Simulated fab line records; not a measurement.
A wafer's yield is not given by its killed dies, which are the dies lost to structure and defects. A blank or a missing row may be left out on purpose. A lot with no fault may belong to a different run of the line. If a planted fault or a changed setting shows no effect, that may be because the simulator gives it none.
Chamber matching | flow gf180mcu | GF_PASSIVATION_CVD_00 on pecvd-03: 3 sister chambers
The step deposits SiO2 from TEOS, target thk 1000 nm, time 111.95 s. 3 wafers are shown with their chamber, then 8 later ones without.

## WAFERS, EACH WITH ITS CHAMBER
wafer  | chamber | heaterPowerW (W)
L432.2 | 1       | 741
L435.1 | 0       | 612
L437.1 | 2       | 652

## WAFERS MISSING THEIR CHAMBER
wafer  | heaterPowerW (W)
L437.2 | 757
L437.5 | 616
L442.2 | 773
L442.3 | 622
L442.5 | 568
L448.1 | 592
L448.2 | 640
L448.6 | 667

## WHICH CHAMBER EACH WENT THROUGH
wafer  | from the rows above     | in truth
L437.2 | 1                       | 1
L437.5 | can't be placed: 0 or 2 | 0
L442.2 | 1                       | 1
L442.3 | can't be placed: 0 or 2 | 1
L442.5 | can't be placed: 0 or 2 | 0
L448.1 | can't be placed: 0 or 2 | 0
L448.2 | can't be placed: 2 or 0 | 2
L448.6 | can't be placed: 2 or 0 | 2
Correct placement for 2 of the 8. These rows do not allow placing 6 (true chamber among the candidates in 5). Wrongly placed: 0.
How it was worked out, from the rows above alone: a wafer's distance from a chamber is the root of the sum, over the readings, of the square of ((its reading less the chamber's mean) divided by the reading's scatter). If the next closest chamber is less than 2 further off than the closest, the wafer can't be placed; otherwise it belongs to the closest. A chamber's mean is the mean of its shown wafers. The scatter: with one shown wafer a chamber, the root of the mean of the squares of how far each hidden wafer lies from its nearest shown one.
